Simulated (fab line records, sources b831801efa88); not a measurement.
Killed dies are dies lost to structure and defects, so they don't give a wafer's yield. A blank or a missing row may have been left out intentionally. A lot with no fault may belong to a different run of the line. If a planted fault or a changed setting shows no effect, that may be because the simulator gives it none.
Which tool was responsible? :: flow sky130 :: Sampling: 12 lots, 36 wafers, 6 of 708 route steps

WHAT THE GAUGES READ, wafer by wafer
SKY_NWELL_THK_MEAS_02.
lot: L298
measured: day 2 15:44
on: film metro-04
NWELL_OXIDATION_THK (nm): 9.93 9.93 10.02

lot: L299
measured: day 2 19:34
on: film metro-02
NWELL_OXIDATION_THK (nm): 9.74 9.96 9.87

lot: L300
measured: day 3 02:53
on: film metro-04
NWELL_OXIDATION_THK (nm): 10.16 10.15 9.96

lot: L301
measured: day 3 08:55
on: film metro-02
NWELL_OXIDATION_THK (nm): 10.01 9.89 9.89

lot: L303
measured: day 3 18:21
on: film metro-04
NWELL_OXIDATION_THK (nm): 10.06 10.05 10.04

lot: L304
measured: day 3 23:31
on: film metro-02
NWELL_OXIDATION_THK (nm): 10.06 10.18 10.12

lot: L306
measured: day 4 13:19
on: film metro-01
NWELL_OXIDATION_THK (nm): 9.70 9.85 9.87

lot: L311
measured: day 5 13:04
on: film metro-02
NWELL_OXIDATION_THK (nm): 10.00 10.14 9.95

lot: L312
measured: day 5 17:47
on: film metro-02
NWELL_OXIDATION_THK (nm): 10.14 10.22 9.91

lot: L315
measured: day 6 07:47
on: film metro-04
NWELL_OXIDATION_THK (nm): 10.05 10.14 10.12

lot: L317
measured: day 6 21:30
on: film metro-04
NWELL_OXIDATION_THK (nm): 10.23 10.22 10.09

lot: L320
measured: day 7 09:46
on: film metro-02
NWELL_OXIDATION_THK (nm): 10.09 9.95 9.89

SKY_VT_ADJUST_LVTN_TW_MEAS_21.
lot: L298
measured: day 7 19:25
on: film metro-01
VT_ADJUST_LVTN_2_TW: 188.6 189.4 189.7

lot: L299
measured: day 8 00:31
on: film metro-03
VT_ADJUST_LVTN_2_TW: 187.8 187.2 187.2

lot: L300
measured: day 8 10:10
on: film metro-01
VT_ADJUST_LVTN_2_TW: 188.9 189.0 188.8

lot: L301
measured: day 8 16:28
on: film metro-03
VT_ADJUST_LVTN_2_TW: 187.2 187.3 188.5

lot: L303
measured: day 9 04:49
on: film metro-01
VT_ADJUST_LVTN_2_TW: 189.6 190.2 188.8

lot: L304
measured: day 9 10:28
on: film metro-04
VT_ADJUST_LVTN_2_TW: 192.0 192.3 191.4

lot: L306
measured: day 10 03:33
on: film metro-04
VT_ADJUST_LVTN_2_TW: 191.1 192.2 192.1

lot: L311
measured: day 11 08:01
on: film metro-01
VT_ADJUST_LVTN_2_TW: 189.6 189.5 189.5

lot: L312
measured: day 11 14:34
on: film metro-04
VT_ADJUST_LVTN_2_TW: 191.2 191.2 190.3

lot: L315
measured: day 12 07:55
on: film metro-03
VT_ADJUST_LVTN_2_TW: 188.4 189.0 188.2

lot: L317
measured: day 13 02:37
on: film metro-03
VT_ADJUST_LVTN_2_TW: 188.0 187.2 187.7

lot: L320
measured: day 13 17:14
on: film metro-03
VT_ADJUST_LVTN_2_TW: 188.1 188.6 187.1

SKY_VT_ADJUST_PCH_OVL_MEAS_07.
lot: L298
measured: day 10 08:20
on: overlay-01
VT_ADJUST_PCH_OVL (nm): 1.1 -0.3 1.1

lot: L299
measured: day 10 13:40
on: overlay-01
VT_ADJUST_PCH_OVL (nm): 2.0 2.1 1.7

lot: L300
measured: day 10 22:58
on: overlay-02
VT_ADJUST_PCH_OVL (nm): 0.6 0.0 1.1

lot: L301
measured: day 11 07:25
on: overlay-01
VT_ADJUST_PCH_OVL (nm): 2.9 2.9 1.9

lot: L303
measured: day 11 20:56
on: overlay-02
VT_ADJUST_PCH_OVL (nm): 1.1 1.2 0.7

lot: L304
measured: day 12 04:54
on: overlay-01
VT_ADJUST_PCH_OVL (nm): 0.8 0.1 3.0

lot: L306
measured: day 12 22:16
on: overlay-02
VT_ADJUST_PCH_OVL (nm): 0.6 0.1 0.7

lot: L311
measured: day 14 07:24
on: overlay-02
VT_ADJUST_PCH_OVL (nm): -0.9 -0.5 -0.6

lot: L312
measured: day 14 15:00
on: overlay-01
VT_ADJUST_PCH_OVL (nm): 0.5 -1.1 0.8

lot: L315
measured: day 15 10:29
on: overlay-02
VT_ADJUST_PCH_OVL (nm): 0.2 -2.6 -0.1

lot: L317
measured: day 16 07:57
on: overlay-01
VT_ADJUST_PCH_OVL (nm): 0.6 1.2 -1.8

lot: L320
measured: day 17 01:42
on: overlay-01
VT_ADJUST_PCH_OVL (nm): 0.8 0.2 0.4

SKY_LDD_N_TW_MEAS_17.
lot: L298
measured: day 17 11:24
on: film metro-01
LDD_N_TW: 2619 2610 2615

lot: L299
measured: day 17 16:31
on: film metro-02
LDD_N_TW: 2601 2600 2610

lot: L300
measured: day 18 09:10
on: film metro-03
LDD_N_TW: 2598 2599 2598

lot: L301
measured: day 18 18:43
on: film metro-02
LDD_N_TW: 2613 2603 2606

lot: L303
measured: day 19 09:01
on: film metro-03
LDD_N_TW: 2510 2502 2507

lot: L304
measured: day 19 22:19
on: film metro-03
LDD_N_TW: 2502 2499 2509

lot: L306
measured: day 20 17:01
on: film metro-01
LDD_N_TW: 2524 2527 2536

lot: L311
measured: day 22 04:06
on: film metro-02
LDD_N_TW: 2583 2590 2603

lot: L312
measured: day 22 14:49
on: film metro-01
LDD_N_TW: 2607 2612 2593

lot: L315
measured: day 23 16:33
on: film metro-02
LDD_N_TW: 2606 2601 2606

lot: L317
measured: day 24 17:37
on: film metro-01
LDD_N_TW: 2603 2594 2603

lot: L320
measured: day 25 10:41
on: film metro-03
LDD_N_TW: 2593 2592 2589

TOOL THAT RAN EACH LOT (tool first, then ch and the chambers of the sampled wafers, then the start)
lot: L298
SKY_LDD_N_IMPLANT_09: implanter-01 ch 0, day 17 10:15
SKY_LDD_N_STRIP_16: plasma asher-03 ch 0,1, day 17 11:18

lot: L299
SKY_LDD_N_IMPLANT_09: implanter-03 ch 0, day 17 15:22
SKY_LDD_N_STRIP_16: plasma asher-04 ch 0,1, day 17 16:25

lot: L300
SKY_LDD_N_IMPLANT_09: implanter-01 ch 0, day 18 08:01
SKY_LDD_N_STRIP_16: plasma asher-02 ch 0,1, day 18 09:04

lot: L301
SKY_LDD_N_IMPLANT_09: implanter-01 ch 0, day 18 17:34
SKY_LDD_N_STRIP_16: plasma asher-03 ch 0,1, day 18 18:37

lot: L303
SKY_LDD_N_IMPLANT_09: implanter-03 ch 0, day 19 07:52
SKY_LDD_N_STRIP_16: plasma asher-03 ch 0,1, day 19 08:55

lot: L304
SKY_LDD_N_IMPLANT_09: implanter-03 ch 0, day 19 21:11
SKY_LDD_N_STRIP_16: plasma asher-03 ch 0,1, day 19 22:12

lot: L306
SKY_LDD_N_IMPLANT_09: implanter-03 ch 0, day 20 15:54
SKY_LDD_N_STRIP_16: plasma asher-03 ch 0,1, day 20 16:56

lot: L311
SKY_LDD_N_IMPLANT_09: implanter-02 ch 0, day 22 02:57
SKY_LDD_N_STRIP_16: plasma asher-02 ch 0,1, day 22 04:00

lot: L312
SKY_LDD_N_IMPLANT_09: implanter-02 ch 0, day 22 13:40
SKY_LDD_N_STRIP_16: plasma asher-04 ch 0,1, day 22 14:43

lot: L315
SKY_LDD_N_IMPLANT_09: implanter-02 ch 0, day 23 15:24
SKY_LDD_N_STRIP_16: plasma asher-03 ch 0,1, day 23 16:27

lot: L317
SKY_LDD_N_IMPLANT_09: implanter-03 ch 0, day 24 16:29
SKY_LDD_N_STRIP_16: plasma asher-03 ch 0,1, day 24 17:30

lot: L320
SKY_LDD_N_IMPLANT_09: implanter-03 ch 0, day 25 09:32
SKY_LDD_N_STRIP_16: plasma asher-03 ch 0,1, day 25 10:34
- SKY_LDD_N_IMPLANT_09
- SKY_LDD_N_STRIP_16: strips in O2/N2.

WHAT THE TOOLS THEMSELVES READ (means of the sampled wafers that have a number; where no wafer has one, the mark that the record gives instead)
SKY_LDD_N_IMPLANT_09.
lot: L298
tool: implanter-01
dose ions cm2: 7.496e+13
faraday current uA: 419

lot: L299
tool: implanter-03
dose ions cm2: 7.508e+13
faraday current uA: 417

lot: L300
tool: implanter-01
dose ions cm2: 7.502e+13
faraday current uA: 425

lot: L301
tool: implanter-01
dose ions cm2: 7.505e+13
faraday current uA: 424

lot: L303
tool: implanter-03
dose ions cm2: 3.228e+13
faraday current uA: 183

lot: L304
tool: implanter-03
dose ions cm2: 3.230e+13
faraday current uA: 181

lot: L306
tool: implanter-03
dose ions cm2: 3.241e+13
faraday current uA: 183

lot: L311
tool: implanter-02
dose ions cm2: 7.489e+13
faraday current uA: 420

lot: L312
tool: implanter-02
dose ions cm2: 7.500e+13
faraday current uA: 422

lot: L315
tool: implanter-02
dose ions cm2: 7.492e+13
faraday current uA: 428

lot: L317
tool: implanter-03
dose ions cm2: 7.504e+13
faraday current uA: 419

lot: L320
tool: implanter-03
dose ions cm2: 7.500e+13
faraday current uA: 417

SKY_LDD_N_STRIP_16.
lot: L298
tool: plasma asher-03
drypump motor current A (A): 5.73
oes product au (a.u.): 0.408
strip time to endpoint s (s): 4.313

lot: L299
tool: plasma asher-04
drypump motor current A (A): 5.47
oes product au (a.u.): 0.409
strip time to endpoint s (s): 4.306

lot: L300
tool: plasma asher-02
drypump motor current A (A): 5.90
oes product au (a.u.): 0.408
strip time to endpoint s (s): 4.319

lot: L301
tool: plasma asher-03
drypump motor current A (A): 5.73
oes product au (a.u.): 0.405
strip time to endpoint s (s): 4.310

lot: L303
tool: plasma asher-03
drypump motor current A (A): 5.73
oes product au (a.u.): 0.404
strip time to endpoint s (s): 4.206

lot: L304
tool: plasma asher-03
drypump motor current A (A): 5.75
oes product au (a.u.): 0.408
strip time to endpoint s (s): 4.187

lot: L306
tool: plasma asher-03
drypump motor current A (A): 5.74
oes product au (a.u.): 0.408
strip time to endpoint s (s): 4.188

lot: L311
tool: plasma asher-02
drypump motor current A (A): 5.67
oes product au (a.u.): 0.407
strip time to endpoint s (s): 4.334

lot: L312
tool: plasma asher-04
drypump motor current A (A): 5.81
oes product au (a.u.): 0.405
strip time to endpoint s (s): 4.311

lot: L315
tool: plasma asher-03
drypump motor current A (A): 5.74
oes product au (a.u.): 0.403
strip time to endpoint s (s): 4.307

lot: L317
tool: plasma asher-03
drypump motor current A (A): 5.74
oes product au (a.u.): 0.405
strip time to endpoint s (s): 4.312

lot: L320
tool: plasma asher-03
drypump motor current A (A): 5.73
oes product au (a.u.): 0.410
strip time to endpoint s (s): 4.301

THE ANSWER, worked out from the rows above alone
Rule: what is usual is taken from the lots themselves. The widest of any qualifying gaps counts: lots, ordered by their means at a reading, are off when they make up no more than a third of the lots, leave a main group of 4 or more, and stand apart from it by 3 or more times the standard deviation of that group's means. A main group is skipped when, at the precision printed for the reading in the tables above, its means are all equal. Also off: a lot with no number at a reading for which 4 or more lots have one. All remaining lots with rows at the step are treated as sound. The gauges are gone through in route order, then the tools' own readings, and for those a lot's mean is taken as printed above. At the first step where some lot is off, the reading lying furthest off is the one used; lots without a number count as furthest.
Off: L303, L304, L306, seen at SKY_LDD_N_TW_MEAS_17 (LDD_N_TW). The main group: mean 2602, standard deviation 6.9.
If a tool, at a process step before that reading, ran all the lots that are off and no sound lot after the first of them, it fits. The gauges at SKY_LDD_N_TW_MEAS_17 aren't tried: what is off there is off at SKY_LDD_N_IMPLANT_09 too, on other tools, and a gauge's error can't cause that. Not one of the candidates tried fits.

WHAT THE SIMULATOR HAD PUT IN
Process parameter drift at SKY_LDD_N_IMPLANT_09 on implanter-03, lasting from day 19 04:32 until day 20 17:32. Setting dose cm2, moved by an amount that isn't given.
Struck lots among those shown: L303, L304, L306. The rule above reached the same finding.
